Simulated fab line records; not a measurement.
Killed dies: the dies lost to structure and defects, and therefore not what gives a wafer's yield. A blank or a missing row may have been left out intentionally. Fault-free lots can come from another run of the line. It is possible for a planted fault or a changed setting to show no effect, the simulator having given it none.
What tool caused it? -- flow sky130 -- 14 lots, 42 wafers sampled, at 3 steps of a route of 708

WHAT THE GAUGES SHOWED, per wafer
SKY_SONOS_ONO_THK_MEAS_03. Usual: SONOS_ONO_CVD_02_THK typically reads 10.44 nm, with standard deviation 0.14.
lot,measured,on,SONOS_ONO_CVD_02_THK (nm),flag
L919,day 11 11:47,film_metro-03,10.42 10.43 10.48,
L920,day 11 20:59,film_metro-02,10.57 10.62 10.78,
L921,day 12 13:30,film_metro-02,10.63 10.61 10.48,
L924,day 13 08:02,film_metro-04,10.63 10.63 10.77,
L925,day 13 14:25,film_metro-04,10.58 10.59 10.51,
L926,day 14 05:40,film_metro-04,10.36 10.37 10.43,
L927,day 14 08:30,film_metro-03,10.33 10.31 10.31,
L928,day 14 15:41,film_metro-02,10.27 10.25 10.19,
L929,day 14 19:52,film_metro-03,10.48 10.40 10.50,
L930,day 15 06:16,film_metro-04,10.38 10.27 10.14,
L932,day 15 23:02,film_metro-04,10.52 10.34 10.38,
L939,day 18 04:02,film_metro-04,10.24 10.23 10.26,
L940,day 18 09:26,film_metro-03,10.39 10.47 10.36,
L941,day 18 21:38,film_metro-03,10.61 10.58 10.79,

SKY_SONOS_ONO_OVL_MEAS_14. Usual: SONOS_ONO_OVL typically reads 0.5 nm, with standard deviation 1.4.
lot,measured,on,SONOS_ONO_OVL (nm),flag
L919,day 12 12:32,overlay-01,-0.1 -0.3 0.1,
L920,day 12 22:12,overlay-01,-2.4 -0.2 1.2,
L921,day 13 15:49,overlay-01,-1.8 -1.4 0.4,
L924,day 14 10:56,overlay-01,-2.0 0.3 -2.5,
L925,day 14 18:08,overlay-01,0.9 2.5 0.3,
L926,day 15 09:50,overlay-01,0.9 0.7 0.2,
L927,day 15 11:52,overlay-01,0.6 0.0 2.9,
L928,day 15 20:10,overlay-01,3.2 0.7 2.5,
L929,day 16 00:16,overlay-02,-0.5 -0.1 0.2,
L930,day 16 14:02,overlay-01,2.4 2.5 3.3,
L932,day 17 04:49,overlay-01,-0.3 2.0 1.6,
L939,day 19 11:55,overlay-01,-1.9 0.3 -0.8,
L940,day 19 18:02,overlay-01,-1.0 2.2 0.9,
L941,day 20 06:31,overlay-01,2.4 1.2 -1.0,

SKY_POLY_GATE_OVL_MEAS_14. Usual: POLY_GATE_OVL typically reads 1 nm, with standard deviation 5.7.
lot,measured,on,POLY_GATE_OVL (nm),flag
L919,day 16 03:17,overlay-01,3 -7 3,
L920,day 16 15:17,overlay-02,-9 -1 -1,
L921,day 17 12:52,overlay-01,3 1 3,
L924,day 18 08:29,overlay-02,5 5 -7,
L925,day 18 19:40,overlay-01,-4 -12 2,
L926,day 19 09:29,overlay-01,6 -3 4,
L927,day 19 15:05,overlay-02,5 14 7,
L928,day 19 21:20,overlay-01,-4 -5 -9,
L929,day 20 03:39,overlay-01,7 2 16,
L930,day 20 14:50,overlay-02,-7 3 -2,
L932,day 21 10:08,overlay-02,8 -2 1,
L939,day 23 15:17,overlay-01,-4 -8 -6,
L940,day 23 20:25,overlay-02,3 0 -7,
L941,day 24 08:46,overlay-02,7 2 -3,

WHAT TOOL EACH LOT RAN ON (gives the tool, then ch and the chambers of the sampled wafers, and finally the start)
The record holds no process step before these readings.

WHAT THE TOOLS THEMSELVES READ (means of the sampled wafers that have a number; where no wafer has one, the mark that the record gives instead)
The record holds no such reading with a usual standard deviation.

THE ANSWER, worked out from the rows above alone
Rule: take the mean of a lot's wafers that have a number; if it is more than 3 standard deviations from the usual mean, the lot is off. A lot without any number at a reading at which 4 lots or more have one is off too. Any other lot the step has rows for is counted as sound. Order of review: gauges by route order, followed by the tools' own readings, for which a lot's mean as printed above is used. At the first step where some lot is off, the reading lying furthest off is the one used; lots without a number count as furthest.
None of the lots is off at any reading shown; this tells nothing.

WHAT WAS PUT IN BY THE SIMULATOR
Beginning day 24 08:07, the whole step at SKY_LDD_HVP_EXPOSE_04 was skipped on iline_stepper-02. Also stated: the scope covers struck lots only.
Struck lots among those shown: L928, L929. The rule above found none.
